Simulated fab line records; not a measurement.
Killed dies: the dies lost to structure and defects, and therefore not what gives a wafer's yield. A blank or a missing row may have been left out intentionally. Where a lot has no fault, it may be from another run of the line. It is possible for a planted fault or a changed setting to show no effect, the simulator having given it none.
The tool behind it: which one? + flow sky130 + 41 wafers from 14 lots sampled at 4 of the route's 708 steps

## WHAT THE GAUGES READ, wafer by wafer
SKY_METAL1_CD_MEAS_15: the cd target is 140 nm. Usual: cd_nm reads 139.4 nm (standard deviation 1.6).
| lot  | measured     | on        | cd_nm (nm)        | flag |
|------|--------------|-----------|-------------------|------|
| L885 | day 32 19:56 | cd_sem-01 | 137.4 137.9 138.6 |      |
| L887 | day 33 15:23 | cd_sem-02 | 139.5 137.6 138.5 |      |
| L888 | day 33 18:56 | cd_sem-01 | 138.5 138.3 137.6 |      |
| L890 | day 34 07:18 | cd_sem-02 | 141.4 140.8 140.9 |      |
| L891 | day 34 22:23 | cd_sem-01 | 139.1 139.1 141.4 |      |
| L892 | day 35 05:32 | cd_sem-02 | 139.3 139.5 138.8 |      |
| L893 | day 35 09:51 | cd_sem-01 | 142.6 140.6 142.8 |      |
| L894 | day 35 17:27 | cd_sem-01 | 138.8 139.3 139.6 |      |
| L895 | day 36 01:05 | cd_sem-01 | 138.8 138.7 138.4 |      |
| L898 | day 37 08:52 | cd_sem-01 | 57.7 57.8 137.1   | OFF  |
| L900 | day 37 15:43 | cd_sem-02 | 58.9 140.6        | OFF  |
| L906 | day 39 12:54 | cd_sem-02 | 138.9 138.9 138.1 |      |
| L907 | day 39 19:52 | cd_sem-01 | 141.7 141.6 141.7 |      |
| L908 | day 40 06:35 | cd_sem-01 | 139.5 138.5 139.9 |      |

## EACH LOT AND THE TOOL THAT RAN IT (in order: tool; ch and the chambers of the sampled wafers; start)
| lot  | SKY_METAL1_SPUTTER_00        | SKY_METAL1_SPUTTER_02        | SKY_METAL1_EXPOSE_12              |
|------|------------------------------|------------------------------|-----------------------------------|
| L885 | pvd_sputter-03, day 31 17:04 | pvd_sputter-03, day 31 17:07 | krf_scanner-02 ch 0, day 32 07:29 |
| L887 | pvd_sputter-04, day 32 12:25 | pvd_sputter-04, day 32 12:28 | krf_scanner-01 ch 0, day 33 02:25 |
| L888 | pvd_sputter-01, day 32 16:02 | pvd_sputter-01, day 32 16:05 | krf_scanner-01 ch 0, day 33 05:56 |
| L890 | pvd_sputter-04, day 33 04:52 | pvd_sputter-04, day 33 04:55 | krf_scanner-02 ch 0, day 33 18:36 |
| L891 | pvd_sputter-04, day 33 19:23 | pvd_sputter-04, day 33 19:26 | krf_scanner-01 ch 0, day 34 09:11 |
| L892 | pvd_sputter-01, day 34 03:10 | pvd_sputter-01, day 34 03:13 | krf_scanner-02 ch 0, day 34 17:11 |
| L893 | pvd_sputter-01, day 34 07:11 | pvd_sputter-01, day 34 07:14 | krf_scanner-01 ch 0, day 34 21:35 |
| L894 | pvd_sputter-04, day 34 15:16 | pvd_sputter-04, day 34 15:19 | krf_scanner-01 ch 0, day 35 05:00 |
| L895 | pvd_sputter-04, day 34 22:58 | pvd_sputter-04, day 34 23:01 | krf_scanner-01 ch 0, day 35 11:38 |
| L898 | pvd_sputter-03, day 36 06:28 | pvd_sputter-03, day 36 06:31 | krf_scanner-01 ch 0, day 36 19:25 |
| L900 | pvd_sputter-03, day 36 13:13 | pvd_sputter-03, day 36 13:16 | krf_scanner-01 ch 0, day 37 02:55 |
| L906 | pvd_sputter-03, day 38 11:55 | pvd_sputter-03, day 38 11:58 | krf_scanner-02 ch 0, day 39 00:23 |
| L907 | pvd_sputter-04, day 38 18:57 | pvd_sputter-04, day 38 19:00 | krf_scanner-02 ch 0, day 39 07:49 |
| L908 | pvd_sputter-03, day 39 05:50 | pvd_sputter-03, day 39 05:53 | krf_scanner-02 ch 0, day 39 18:35 |
- SKY_METAL1_SPUTTER_00: material Ti, target thk 15 nm, time 10 s.
- SKY_METAL1_SPUTTER_02: material AlCu, target thk 250 nm, time 13.3 s.
- SKY_METAL1_EXPOSE_12: exposes mask MM1, target cd 140 nm.

## WHAT THE TOOLS THEMSELVES READ (means of the sampled wafers that have a number; where no wafer has one, the mark that the record gives instead)
SKY_METAL1_SPUTTER_00. Usual: throttle_valve_pct reads 29.9 % (standard deviation 0.96).
| lot  | tool           | throttle_valve_pct (%) | flag |
|------|----------------|------------------------|------|
| L885 | pvd_sputter-03 | 29.6                   |      |
| L887 | pvd_sputter-04 | 29.6                   |      |
| L888 | pvd_sputter-01 | 29.8                   |      |
| L890 | pvd_sputter-04 | 30.4                   |      |
| L891 | pvd_sputter-04 | 30.1                   |      |
| L892 | pvd_sputter-01 | 30.8                   |      |
| L893 | pvd_sputter-01 | 30.1                   |      |
| L894 | pvd_sputter-04 | 30.9                   |      |
| L895 | pvd_sputter-04 | 30.1                   |      |
| L898 | pvd_sputter-03 | 29.7                   |      |
| L900 | pvd_sputter-03 | 29.8                   |      |
| L906 | pvd_sputter-03 | 29.7                   |      |
| L907 | pvd_sputter-04 | 30.1                   |      |
| L908 | pvd_sputter-03 | 29.7                   |      |

SKY_METAL1_SPUTTER_02. Usual: throttle_valve_pct reads 29.9 % (standard deviation 0.99).
| lot  | tool           | throttle_valve_pct (%) | flag |
|------|----------------|------------------------|------|
| L885 | pvd_sputter-03 | 29.6                   |      |
| L887 | pvd_sputter-04 | 29.6                   |      |
| L888 | pvd_sputter-01 | 29.8                   |      |
| L890 | pvd_sputter-04 | 30.2                   |      |
| L891 | pvd_sputter-04 | 30.0                   |      |
| L892 | pvd_sputter-01 | 30.8                   |      |
| L893 | pvd_sputter-01 | 30.3                   |      |
| L894 | pvd_sputter-04 | 30.9                   |      |
| L895 | pvd_sputter-04 | 29.9                   |      |
| L898 | pvd_sputter-03 | 29.6                   |      |
| L900 | pvd_sputter-03 | 29.8                   |      |
| L906 | pvd_sputter-03 | 29.6                   |      |
| L907 | pvd_sputter-04 | 30.0                   |      |
| L908 | pvd_sputter-03 | 29.6                   |      |

## THE ANSWER, worked out from the rows above alone
Rule: a lot is off if the mean of its wafers that have a number lies more than 3 standard deviations from the usual mean. Also off: a lot with no number at a reading for which 4 or more lots have one. Any other lot the step has rows for is counted as sound. The gauges are gone through in route order, then the tools' own readings, and for those a lot's mean is taken as printed above. At the first step where some lot is off, the reading lying furthest off is the one used; lots without a number count as furthest.
Off, at SKY_METAL1_CD_MEAS_15 on cd_nm: L898, L900.
If a tool, at a process step before that reading, ran all the lots that are off and no sound lot after the first of them, it fits. Gauges at SKY_METAL1_CD_MEAS_15: tried the same way as those tools. One fits: krf_scanner-01 at SKY_METAL1_EXPOSE_12. Its last sound lot is L895 (day 35 11:38), its first lot that is off L898 (day 36 19:25): a fault that began between those two fits.

## WHAT THE SIMULATOR HAD PUT IN
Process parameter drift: krf_scanner-01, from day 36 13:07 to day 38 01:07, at SKY_METAL1_EXPOSE_12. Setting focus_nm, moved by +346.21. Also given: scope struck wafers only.
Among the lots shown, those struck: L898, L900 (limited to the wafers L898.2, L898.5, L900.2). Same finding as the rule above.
